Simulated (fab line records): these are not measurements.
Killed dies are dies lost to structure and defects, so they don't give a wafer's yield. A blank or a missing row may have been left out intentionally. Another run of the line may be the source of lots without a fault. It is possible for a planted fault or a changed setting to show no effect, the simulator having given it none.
Problem report in the 8D (eight disciplines) form, filled by code -- flow sky130 -- the parts of the form that need people (team, actions taken, sign-off) are left out

## 1. PROBLEM STATEMENT
At SKY_VT_ADJUST_HVTP_STRIP_10, strip-time-to-endpoint-s averages 13.82 s over 6 wafers from 2 lots, while fault-free wafers read 14.17 s, standard deviation 0.041. That puts it -8.5 standard deviations away from the usual mean.
The step: strips in O2/N2.
The first sign was on wafer L629.3 at day 9 15:26, on plasma-asher-03. Wafers with a number at this step in the record: 39, from 13 lots. Rule for "out", or "out of limits": more than 4 standard deviations from the usual mean. The rest of the wafers with a number are treated as sound.

## 2. WHAT THIS IS AND IS NOT
question,is,is not
which readings at this step,strip-time-to-endpoint-s,-
which lots,"L629, L631","L615, L617, L619, L620, L621, L622, L632, L633, L634, L636, L638"
which wafers of those lots,all that have a number,-
read on which tools,"plasma-asher-03, plasma-asher-04",plasma-asher-01
when,from day 9 15:26,"up to then (18 sound wafers); but 15 sound wafers of L632, L633, L634, L636, L638 came after"

## 3. WHAT RULES OUT EACH SUSPECT
Counting: a tool at a process step up to the reading stays a suspect if it ran every lot that is out and no sound lot after the first of them.
- litho-track-03 at SKY_VT_ADJUST_HVTP_COAT_02 (resist thk 1140 nm): kept. Every lot that is out went through it, starting with L629 (day 9 03:26), and after that it ran no sound lot; the last sound lot it ran before then is L615 (day 5 17:55).
After counting, what remains is litho-track-03 at SKY_VT_ADJUST_HVTP_COAT_02.

## 4. THE CAUSE (what the simulator had put in)
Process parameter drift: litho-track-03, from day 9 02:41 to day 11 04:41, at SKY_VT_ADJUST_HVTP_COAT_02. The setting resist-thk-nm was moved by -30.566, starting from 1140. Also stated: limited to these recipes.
After counting, this tool was the only one left.

## 5. THE EFFECT CHAIN, in route order
Each row: a reading whose mean over the struck wafers that have a number lies more than 3 standard deviations from the usual. Only readings for which the record gives a usual standard deviation are gone through. hours: the time from each lot's start at the first step in this table that gives one to its start at this step, as a median over the lots. sigmas: the change in usual standard deviations.
hours,step,reading,usual,on struck wafers,change,sigmas
0,SKY_VT_ADJUST_HVTP_STRIP_10,strip-time-to-endpoint-s,14.17 s,13.82,-0.35,-8.5
Its process steps:
- SKY_VT_ADJUST_HVTP_STRIP_10: strips in O2/N2.
Later steps that measure or inspect, where all struck wafers having a row at the step show a number for every such reading and not one has moved that far: SKY_VT_ADJUST_LVTN_OVL_MEAS_18.

## 6. HOW IT WOULD HAVE BEEN CAUGHT EARLIER
First out-of-limits reading in this record: day 9 15:26, which is 13 hours after fault onset at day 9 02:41.
Among the 2 lots that are out, L631 began SKY_VT_ADJUST_HVTP_COAT_02 on litho-track-03 after day 9 15:26. Had the tool been put on hold then, it would have been spared.
